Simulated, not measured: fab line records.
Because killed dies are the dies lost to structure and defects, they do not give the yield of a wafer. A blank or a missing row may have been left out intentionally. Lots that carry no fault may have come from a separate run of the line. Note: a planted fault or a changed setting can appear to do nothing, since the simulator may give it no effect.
Chamber matching / flow gf180mcu / GF_POLY_GATE_ETCH_13 on rie-si-01: 4 sister chambers
The step etches poly-Si in HBr/Cl2, stops on SiO2, target depth 198.5 nm, time 69.6 s. 4 wafers are shown with their chamber, then 7 later ones without.

WAFERS WITH THEIR CHAMBER
wafer=L245.3; chamber=1; drypump-motor-current-A (A)=6.2
wafer=L245.4; chamber=0; drypump-motor-current-A (A)=6.2
wafer=L246.5; chamber=3; drypump-motor-current-A (A)=6.0
wafer=L246.6; chamber=2; drypump-motor-current-A (A)=6.7

WAFERS WITH NO CHAMBER GIVEN
wafer=L247.1; drypump-motor-current-A (A)=6.0
wafer=L247.5; drypump-motor-current-A (A)=6.7
wafer=L247.6; drypump-motor-current-A (A)=6.2
wafer=L248.2; drypump-motor-current-A (A)=5.9
wafer=L248.6; drypump-motor-current-A (A)=6.2
wafer=L250.1; drypump-motor-current-A (A)=6.0
wafer=L250.2; drypump-motor-current-A (A)=6.7

CHAMBER TAKEN BY EACH
wafer=L247.1; from the rows above=3; in truth=3
wafer=L247.5; from the rows above=2; in truth=2
wafer=L247.6; from the rows above=can't be placed: 0 or 1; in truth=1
wafer=L248.2; from the rows above=3; in truth=3
wafer=L248.6; from the rows above=can't be placed: 0 or 1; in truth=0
wafer=L250.1; from the rows above=3; in truth=3
wafer=L250.2; from the rows above=2; in truth=2
Correctly placed: 5 of 7. Not placeable from these rows: 2 (in 2, the candidates include the true chamber). Wrongly placed: 0.
How it was worked out, from the rows above alone: a wafer's distance from a chamber is the root of the sum, over the readings, of the square of ((its reading less the chamber's mean) divided by the reading's scatter). If the next closest chamber is less than 2 further off than the closest, the wafer can't be placed; otherwise it belongs to the closest. For every chamber, the mean is computed from those of its wafers that are shown. The scatter: with one shown wafer a chamber, the root of the mean of the squares of how far each hidden wafer lies from its nearest shown one.
